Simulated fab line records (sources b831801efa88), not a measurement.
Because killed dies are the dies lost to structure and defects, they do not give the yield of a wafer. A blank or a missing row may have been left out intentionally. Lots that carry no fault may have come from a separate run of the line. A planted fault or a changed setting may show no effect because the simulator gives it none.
Which tool did it? ; flow gf180mcu ; 13 lots, 39 wafers sampled, at 4 steps of a route of 602

WHAT THE GAUGES SHOWED, per wafer
GF_M5_OVL_MEAS_08. Usual: M5_OVL typically reads 3 nm, with standard deviation 6.1.
lot;measured;on;M5_OVL (nm);flag
L910;day 26 05:16;overlay-02;13 4 2;
L911;day 26 12:06;overlay-02;13 19 9;
L913;day 27 04:03;overlay-02;11 7 14;
L914;day 27 14:42;overlay-01;0 8 7;
L915;day 27 23:51;overlay-01;2 8 -1;
L916;day 28 03:33;overlay-02;-1 -7 -3;
L918;day 28 23:45;overlay-02;4 13 7;
L924;day 30 21:28;overlay-01;-7 -7 2;
L926;day 31 01:44;overlay-01;6 3 7;
L927;day 31 12:43;overlay-01;-2 1 1;
L928;day 31 18:19;overlay-01;-1 1 -7;
L931;day 32 07:11;overlay-02;1 12 1;
L933;day 32 16:15;overlay-01;1 9 2;

GF_V5_BOW_MEAS_05. Usual: V5_BOW typically reads 133 um, with standard deviation 10.
lot;measured;on;V5_BOW (um);flag
L910;day 26 06:35;film-metro-04;135 144 142;
L911;day 26 13:23;film-metro-02;132 133 122;
L913;day 27 05:33;film-metro-01;114 114 116;
L914;day 27 16:01;film-metro-04;143 138 138;
L915;day 28 01:08;film-metro-02;143 137 140;
L916;day 28 04:51;film-metro-02;157 153 150;
L918;day 29 01:06;film-metro-02;135 128 144;
L924;day 30 22:50;film-metro-02;110 122 116;
L926;day 31 03:06;film-metro-04;141 131 138;
L927;day 31 14:08;film-metro-01;134 122 137;
L928;day 31 21:47;film-metro-04;135 134 134;
L931;day 32 08:28;film-metro-04;122 131 119;
L933;day 32 17:37;film-metro-02;137 133 121;

GF_V5_RS_MEAS_24: a four-point-probe measurement. Usual: V5_W_RS typically reads 0.327 ohm/sq, with standard deviation 0.0036.
lot;measured;on;V5_W_RS (ohm/sq);flag
L910;day 27 03:56;film-metro-04;0.323 0.328 0.322;
L911;day 27 11:01;film-metro-04;0.325 0.322 0.330;
L913;day 28 02:16;film-metro-01;0.331 0.326 0.323;
L914;day 28 12:35;film-metro-02;0.325 0.324 0.325;
L915;day 28 22:05;film-metro-02;0.331 0.324 0.330;
L916;day 29 00:53;film-metro-02;0.330 0.326 0.330;
L918;day 29 21:18;film-metro-02;0.323 0.326 0.328;
L924;day 31 17:23;film-metro-01;0.328 0.323 0.326;
L926;day 31 21:50;film-metro-01;0.325 0.325 0.323;
L927;day 32 07:01;film-metro-01;0.325 0.327 0.325;
L928;day 32 15:17;film-metro-02;0.330 0.325 0.328;
L931;day 33 01:52;film-metro-04;0.331 0.329 0.327;
L933;day 33 10:46;film-metro-01;0.336 0.326 0.335;

WHICH TOOL RAN EACH LOT (tool, then ch and the chambers of the sampled wafers, then the start)
lot;GF_V5_ETCH_16
L910;rie-diel-01 ch 0,2,3, day 27 02:59
L911;rie-diel-03 ch 0,1,3, day 27 10:05
L913;rie-diel-01 ch 0,2,3, day 28 01:20
L914;rie-diel-03 ch 1,3, day 28 11:34
L915;rie-diel-03 ch 0,1, day 28 21:11
L916;rie-diel-01 ch 0,1,3, day 28 23:58
L918;rie-diel-01 ch 1,3, day 29 20:17
L924;rie-diel-04 ch 1,3, day 31 16:28
L926;rie-diel-04 ch 0,2,3, day 31 20:56
L927;rie-diel-03 ch 0,2, day 32 06:05
L928;rie-diel-01 ch 0,1,2, day 32 14:20
L931;rie-diel-01 ch 1,2, day 33 00:58
L933;rie-diel-01 ch 1,2, day 33 09:49
- GF_V5_ETCH_16: etches BARC in N2/H2.

AS READ BY THE TOOLS THEMSELVES (means over the sampled wafers that have a number; for cases with no such wafer, the mark the record gives instead)
GF_V5_ETCH_16. Usual: chamber-pressure-mTorr 30.001 mTorr, standard deviation 0.025; drypump-motor-current-A 5.7 A, standard deviation 0.35; oes-product-au 0.854 a.u., standard deviation 0.005; rf-fwd-power-W 495.0 W, standard deviation 1.9; throttle-valve-pct 13.225 %, standard deviation 0.0091.
lot;tool;chamber-pressure-mTorr (mTorr);drypump-motor-current-A (A);oes-product-au (a.u.);rf-fwd-power-W (W);throttle-valve-pct (%);flag
L910;rie-diel-01;29.990;5.8;0.855;495.2;13.229;
L911;rie-diel-03;30.005;5.6;0.859;495.8;13.220;
L913;rie-diel-01;30.002;5.8;0.855;495.1;13.222;
L914;rie-diel-03;30.004;5.5;0.855;495.6;13.225;
L915;rie-diel-03;29.992;5.7;0.852;494.6;13.231;
L916;rie-diel-01;29.991;5.6;0.856;496.2;13.233;
L918;rie-diel-01;30.018;5.5;0.849;496.0;13.227;
L924;rie-diel-04;29.984;5.5;0.858;694.5;13.219;OFF
L926;rie-diel-04;30.028;5.7;0.849;693.9;13.221;OFF
L927;rie-diel-03;29.983;5.8;0.854;495.8;13.228;
L928;rie-diel-01;29.998;5.7;0.851;493.5;13.224;
L931;rie-diel-01;30.017;5.8;0.859;494.8;13.229;
L933;rie-diel-01;30.003;5.8;0.851;494.8;13.222;

THE ANSWER, worked out from the rows above alone
Rule: a lot is off if the mean of its wafers that have a number lies more than 3 standard deviations from the usual mean. Also off: a lot with no number at a reading for which 4 or more lots have one. The other lots that the step has rows for count as sound. First the gauges in route order, then the tools' own readings, where a lot's mean is used as printed above. At the first step where some lot is off, the reading lying furthest off is the one used; lots without a number count as furthest.
Off at GF_V5_ETCH_16 (rf-fwd-power-W): L924, L926.
If a tool, at that step or one of the process steps before it, ran each lot that is off and ran no sound lot following the first of them, it fits. One fits: rie-diel-04 at GF_V5_ETCH_16. It ran no sound lot before its first lot that is off in this sample, so the start can't be narrowed down.
On the lots that are off, the tool's own readings at GF_V5_ETCH_16 differ by more than 5 times the standard deviation of the sound lots' means, which bears it out; rf-fwd-power-W reads 694.2 W there versus 495.2 W on the sound lots.

WHAT THE SIMULATOR HAD INSERTED
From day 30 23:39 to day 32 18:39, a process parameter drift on rie-diel-04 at GF_V5_ETCH_16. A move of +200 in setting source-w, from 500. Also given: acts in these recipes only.
Shown lots that were struck: L924, L926. This agrees with what the rule above found.
